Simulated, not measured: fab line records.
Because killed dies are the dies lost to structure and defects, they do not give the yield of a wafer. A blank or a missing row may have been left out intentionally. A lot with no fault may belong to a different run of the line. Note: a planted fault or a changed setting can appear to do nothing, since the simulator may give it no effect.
Which of the tools did it? / flow sky130 / 6 lots, 18 wafers sampled, at 1 step of a route of 708

== WHAT EACH GAUGE READ, for each wafer ==
SKY_VIA2_CD_MEAS_12: target cd 200 nm.
lot=L799; measured=day 36 23:21; on=cdSem-02; cdNm (nm)=200.8 199.3 200.9
lot=L803; measured=day 37 09:59; on=cdSem-01; cdNm (nm)=202.2 201.2 201.4
lot=L809; measured=day 39 15:00; on=cdSem-01; cdNm (nm)=200.5 201.4 200.3
lot=L810; measured=day 40 00:11; on=cdSem-02; cdNm (nm)=200.4 201.9 201.6
lot=L816; measured=day 41 12:37; on=cdSem-02; cdNm (nm)=199.0 199.3 199.7
lot=L818; measured=day 42 03:28; on=cdSem-01; cdNm (nm)=199.2 200.6 200.8

== WHICH TOOL RAN EACH LOT (tool, then ch and the chambers of the sampled wafers, then the start) ==
Before these readings, the record contains no process step.

== THE ANSWER, worked out from the rows above alone ==
Rule: usual is defined by the lots themselves. Put in order of their means at a reading, lots are off if they are a third of the lots or fewer, leave a main group of 4 or more, and stand apart from it by a gap of 3 or more times the standard deviation of the main group's means; of several such gaps the widest counts. The tables above print the reading to a certain number of digits; a main group whose means all agree to those digits is not used. Also off: a lot with no number at a reading for which 4 or more lots have one. Any other lot the step has rows for is counted as sound.
Across all readings shown, no lot is off: no conclusion can be drawn from this.

== WHAT THE SIMULATOR HAD INSERTED ==
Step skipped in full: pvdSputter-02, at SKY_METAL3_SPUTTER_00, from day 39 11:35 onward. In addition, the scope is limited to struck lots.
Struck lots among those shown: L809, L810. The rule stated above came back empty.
